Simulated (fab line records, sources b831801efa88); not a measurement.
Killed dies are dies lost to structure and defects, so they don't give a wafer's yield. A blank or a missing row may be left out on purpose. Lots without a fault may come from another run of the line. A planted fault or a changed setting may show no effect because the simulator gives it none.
Which tool did it? | flow sky130 | 12 lots, 36 wafers sampled, at 4 steps of a route of 708

WHAT THE GAUGES READ, wafer by wafer
SKY_SD_N_RS_MEAS_16: measures by four-point-probe.
lot  | measured     | on            | SD_N_RS (ohm/sq)
L108 | day 28 06:20 | film_metro-01 | 68.58 68.77 68.67
L109 | day 28 12:21 | film_metro-04 | 68.54 68.61 68.53
L110 | day 28 16:12 | film_metro-02 | 68.56 68.46 68.55
L111 | day 29 22:20 | film_metro-04 | 68.48 68.59 68.56
L113 | day 30 17:17 | film_metro-04 | 68.79 68.70 68.63
L116 | day 31 10:17 | film_metro-02 | 68.44 68.40 68.55
L114 | day 31 12:58 | film_metro-02 | 68.34 68.37 68.61
L119 | day 32 08:40 | film_metro-02 | 68.40 68.56 68.48
L122 | day 33 01:46 | film_metro-02 | 68.39 68.48 68.41
L123 | day 33 14:57 | film_metro-01 | 68.59 68.69 68.54
L128 | day 34 20:03 | film_metro-04 | 68.60 68.70 68.44
L130 | day 35 08:15 | film_metro-02 | 68.35 68.35 68.49

SKY_LOCAL_INTERCONNECT_CD_MEAS_11: target cd 170 nm.
lot  | measured     | on        | cd_nm (nm)
L108 | day 30 16:47 | cd_sem-02 | 172.4 171.5 170.3
L109 | day 30 23:17 | cd_sem-01 | 170.3 171.2 170.9
L110 | day 31 02:05 | cd_sem-02 | 169.9 169.1 169.4
L111 | day 32 07:15 | cd_sem-02 | 171.4 170.7 169.9
L113 | day 33 00:44 | cd_sem-02 | 167.1 168.0 168.3
L116 | day 33 18:25 | cd_sem-02 | 169.6 167.9 168.5
L114 | day 33 21:04 | cd_sem-02 | 170.9 169.5 169.6
L119 | day 34 16:55 | cd_sem-01 | 165.1 167.2 167.9
L122 | day 35 10:02 | cd_sem-02 | 170.6 170.7 170.6
L123 | day 35 21:59 | cd_sem-01 | 167.6 168.1 166.6
L128 | day 37 02:14 | cd_sem-01 | 168.0 170.0 170.0
L130 | day 37 13:52 | cd_sem-01 | 171.0 170.8 170.5

WHICH TOOL RAN EACH LOT (tool, then ch and the chambers of the sampled wafers, then the start)
lot  | SKY_SD_N_RTA_14                  | SKY_LOCAL_INTERCONNECT_COAT_06
L108 | rtp_anneal-01 ch 0, day 28 06:09 | litho_track-04 ch 0, day 30 02:00
L109 | rtp_anneal-02 ch 0, day 28 12:11 | litho_track-03 ch 0, day 30 08:00
L110 | rtp_anneal-01 ch 0, day 28 16:02 | litho_track-03 ch 0, day 30 11:00
L111 | rtp_anneal-02 ch 0, day 29 22:08 | litho_track-01 ch 0, day 31 16:00
L113 | rtp_anneal-01 ch 0, day 30 17:06 | litho_track-01 ch 0, day 32 11:00
L116 | rtp_anneal-02 ch 0, day 31 10:07 | litho_track-01 ch 0, day 33 04:00
L114 | rtp_anneal-01 ch 0, day 31 12:47 | litho_track-01 ch 0, day 33 08:00
L119 | rtp_anneal-02 ch 0, day 32 08:29 | litho_track-01 ch 0, day 34 03:00
L122 | rtp_anneal-01 ch 0, day 33 01:35 | litho_track-01 ch 0, day 34 20:00
L123 | rtp_anneal-02 ch 0, day 33 14:47 | litho_track-01 ch 0, day 35 08:00
L128 | rtp_anneal-01 ch 0, day 34 19:53 | litho_track-03 ch 0, day 36 13:00
L130 | rtp_anneal-01 ch 0, day 35 08:04 | litho_track-03 ch 0, day 37 00:00
- SKY_SD_N_RTA_14: time 2 s.
- SKY_LOCAL_INTERCONNECT_COAT_06: resist thk 450 nm.

WHAT THE TOOLS THEMSELVES READ (means of the sampled wafers that have a number; where no wafer has one, the mark that the record gives instead)
SKY_SD_N_RTA_14.
lot  | tool          | chamber_o2_ppm | lamp_power_pct (%) | ramp_up_c_per_s | wafer_temp_C_max
L108 | rtp_anneal-01 | 2.006          | 15.73              | 149.96          | 1077.7
L109 | rtp_anneal-02 | 2.023          | 15.71              | 149.99          | 1077.6
L110 | rtp_anneal-01 | 2.002          | 15.75              | 150.00          | 1078.9
L111 | rtp_anneal-02 | 2.030          | 15.73              | 149.99          | 1079.2
L113 | rtp_anneal-01 | 1.971          | 15.71              | 150.00          | 1077.4
L116 | rtp_anneal-02 | 1.964          | 15.76              | 150.00          | 1078.6
L114 | rtp_anneal-01 | 2.013          | 15.72              | 149.99          | 1078.3
L119 | rtp_anneal-02 | 1.971          | 15.66              | 150.01          | 1077.5
L122 | rtp_anneal-01 | 2.012          | 15.72              | 149.99          | 1079.7
L123 | rtp_anneal-02 | 1.987          | 15.78              | 150.01          | 1078.5
L128 | rtp_anneal-01 | 1.997          | 15.77              | 149.98          | 1078.0
L130 | rtp_anneal-01 | 1.979          | 15.71              | 149.99          | 1077.3

SKY_LOCAL_INTERCONNECT_COAT_06.
lot  | tool           | exhaust_pa (Pa) | spin_speed_rpm (rpm)
L108 | litho_track-04 | 43.4            | 2999.5
L109 | litho_track-03 | 45.0            | 3002.2
L110 | litho_track-03 | 44.0            | 2999.1
L111 | litho_track-01 | 44.8            | 2998.5
L113 | litho_track-01 | 45.8            | 3002.1
L116 | litho_track-01 | 45.0            | 3001.4
L114 | litho_track-01 | 44.3            | 2999.5
L119 | litho_track-01 | 45.7            | 3153.7
L122 | litho_track-01 | 43.7            | 3155.6
L123 | litho_track-01 | 44.0            | 3151.4
L128 | litho_track-03 | 44.6            | 2999.2
L130 | litho_track-03 | 44.8            | 3001.0

THE ANSWER, worked out from the rows above alone
Rule: what is usual is taken from the lots themselves. Put in order of their means at a reading, lots are off if they are a third of the lots or fewer, leave a main group of 4 or more, and stand apart from it by a gap of 3 or more times the standard deviation of the main group's means; of several such gaps the widest counts. A main group whose means are all the same, to the digits that the tables above print for the reading, isn't used. A lot without any number at a reading at which 4 lots or more have one is off too. The other lots that the step has rows for count as sound. The gauges are gone through in route order, then the tools' own readings, and for those a lot's mean is taken as printed above. The first step at which some lot is off is used, and at that step the reading that is off furthest; a lot without a number counts as furthest.
Off: L119, L122, L123, at SKY_LOCAL_INTERCONNECT_COAT_06 (spin_speed_rpm). The main group: mean 3000.3 rpm, standard deviation 1.3.
A tool fits if, at that step or a process step before it, it ran every lot that is off, and no sound lot after the first of them. One fits: litho_track-01 at SKY_LOCAL_INTERCONNECT_COAT_06. Its last sound lot is L114 (day 33 08:00), its first lot that is off L119 (day 34 03:00): a fault that began between those two fits.
The tool's own readings at SKY_LOCAL_INTERCONNECT_COAT_06 bear it out: on the lots that are off they differ by more than 5 times the standard deviation of the sound lots' means. spin_speed_rpm reads 3153.6 rpm there against 3000.3 rpm on the sound lots.

WHAT THE SIMULATOR HAD PUT IN
Process parameter drift: litho_track-01, from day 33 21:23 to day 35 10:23, at SKY_LOCAL_INTERCONNECT_COAT_06. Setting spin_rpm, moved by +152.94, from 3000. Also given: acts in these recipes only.
Lots struck among those shown: L119, L122, L123. The rule above found the same.
